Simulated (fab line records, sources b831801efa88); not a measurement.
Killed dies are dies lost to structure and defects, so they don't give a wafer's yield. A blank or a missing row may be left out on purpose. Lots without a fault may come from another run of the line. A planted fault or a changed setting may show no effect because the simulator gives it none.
A struck lot beside a sound one | flow sky130 | 17 steps out of a route of 708
Sound: wafers L139.1, L139.5, L139.6. Struck: wafer L148.6. (L148.1, L148.5 of the same lot were not struck and are left out.) The cause comes at the end.
At each step with rows: each side's tool, then ch and its chambers, then its first start. Under that, the readings that differ: sound wafers | struck wafers | difference of the means | sigmas: that difference in standard deviations of wafers without a fault.
alike: readings whose means differ by less than 2 such deviations, and words and numbers that are the same on both sides. not compared: withheld readings, readings that some wafer has no value for, bounds like >300 that may hide the same value, and numbers for which the record gives no deviation and whose values overlap.
The two part at a step that has a row with sigmas, a row that says differs or no value, or rows on one side only. Numbers that don't overlap but have no deviation are shown without sigmas and don't part them. A reading that every wafer of one side lacks parts them only if that side has two wafers or more.

first, 3 steps without rows for these wafers: SKY_VIA1_EXPOSE_09 (exposes mask VIM, target cd 150 nm); SKY_VIA1_PEB_10; SKY_VIA1_DEVELOP_11 (develop time 60 s).
SKY_VIA1_CD_MEAS_12: target cd 150 nm.
  sound on cd_sem-02, day 36 09:07; struck on cd_sem-01, day 38 20:47
  alike: cd_nm
SKY_VIA1_OVL_MEAS_13:
  sound on overlay-02, day 36 09:14; struck on overlay-01, day 38 20:54
  reading       | sound     | struck | difference | sigmas
  VIA1_OVL (nm) | -8 -5 -10 | 9      | +17        | +4
SKY_VIA1_ETCH_14: etches BARC in N2/H2, stops on SiO2, time 45.9 s, target depth 60 nm.
  sound on rie_diel-02 ch 1,2,3, day 36 09:17; struck on rie_diel-02 ch 2, day 38 20:56
  alike: chamber_pressure_mTorr, drypump_motor_current_A, oes_product_au, throttle_valve_pct
  not compared: rf_hours_counter_h
SKY_VIA1_ETCH_15: etches SiO2 in C4F8/O2/Ar, stops on TiN, target depth 351 nm, time 54 s.
  sound on rie_diel-02 ch 1,2,3, day 36 09:19; struck on rie_diel-02 ch 2, day 38 20:59
  reading               | sound             | struck | difference | sigmas
  oes_product_au (a.u.) | 0.984 0.985 0.977 | 0.970  | -0.012     | -2
  alike: chamber_pressure_mTorr
  not compared: rf_hours_counter_h
SKY_VIA1_STRIP_16: strips in O2/N2.
  sound on plasma_asher-01 ch 0,1, day 36 09:22; struck on plasma_asher-03 ch 1, day 38 21:02
  alike: chamber_pressure_mTorr, drypump_motor_current_A, oes_product_au, strip_time_to_endpoint_s
  not compared: rf_hours_counter_h
then, 3 steps without rows for these wafers: SKY_VIA1_STRIP_17 (strips in post etch residue remover, time 1200 s); SKY_VIA1_CLEAN_18 (cleans in IPA, time 180 s); SKY_VIA1_CLEAN_19 (cleans in O3/DIW).
SKY_VIA1_SPUTTER_20: material TiN, target thk 20 nm, time 80 s.
  sound on pvd_sputter-01, day 36 09:58; struck on pvd_sputter-01, day 38 21:37
  alike: throttle_valve_pct
SKY_VIA1_CVD_21: deposits W, target thk 270 nm, time 80.902 s.
  sound on cvd_w-02 ch 0,1, day 36 10:02; struck on cvd_w-01 ch 1, day 38 21:41
  reading                            | sound             | struck | difference | sigmas
  model.W_of_VIA1_CVD_21.thk_nm (nm) | 273.1 275.7 270.2 | 195.6  | -77.4      |
  alike: heater_power_w
SKY_VIA1_RS_MEAS_22: measures by four-point-probe.
  sound on film_metro-02, day 36 10:07; struck on film_metro-03, day 38 21:47
  reading            | sound             | struck | difference | sigmas
  VIA1_W_RS (ohm/sq) | 0.422 0.418 0.427 | 0.593  | +0.171     | +39
SKY_VIA1_THK_MEAS_23: measures by xrf.
  sound on film_metro-02, day 36 10:14; struck on film_metro-03, day 38 21:54
  reading         | sound       | struck | difference | sigmas
  VIA1_W_THK (nm) | 278 281 274 | 198    | -80        | -23
SKY_VIA1_CMP_24: polishes, stops on SiO2, t overpolish 15 s, target thk 0 nm.
  sound on cmp-02 ch 0,2,3, day 36 10:27; struck on cmp-01 ch 2, day 38 22:10
  reading                | sound    | struck | difference | sigmas
  time_to_endpoint_s (s) | 69 63 62 | 45     | -20        | -6
  alike: motor_current_A
SKY_METAL2_SPUTTER_00: material Ti, target thk 15 nm, time 10 s.
  sound on pvd_sputter-03, day 36 10:36; struck on pvd_sputter-04, day 38 22:28
  alike: throttle_valve_pct

WHERE THEY PART
First at SKY_VIA1_OVL_MEAS_13; last, within this record, at SKY_VIA1_CMP_24. Later steps at which nothing parts them and some readings are alike: SKY_METAL2_SPUTTER_00.

WHY: what the simulator had put in
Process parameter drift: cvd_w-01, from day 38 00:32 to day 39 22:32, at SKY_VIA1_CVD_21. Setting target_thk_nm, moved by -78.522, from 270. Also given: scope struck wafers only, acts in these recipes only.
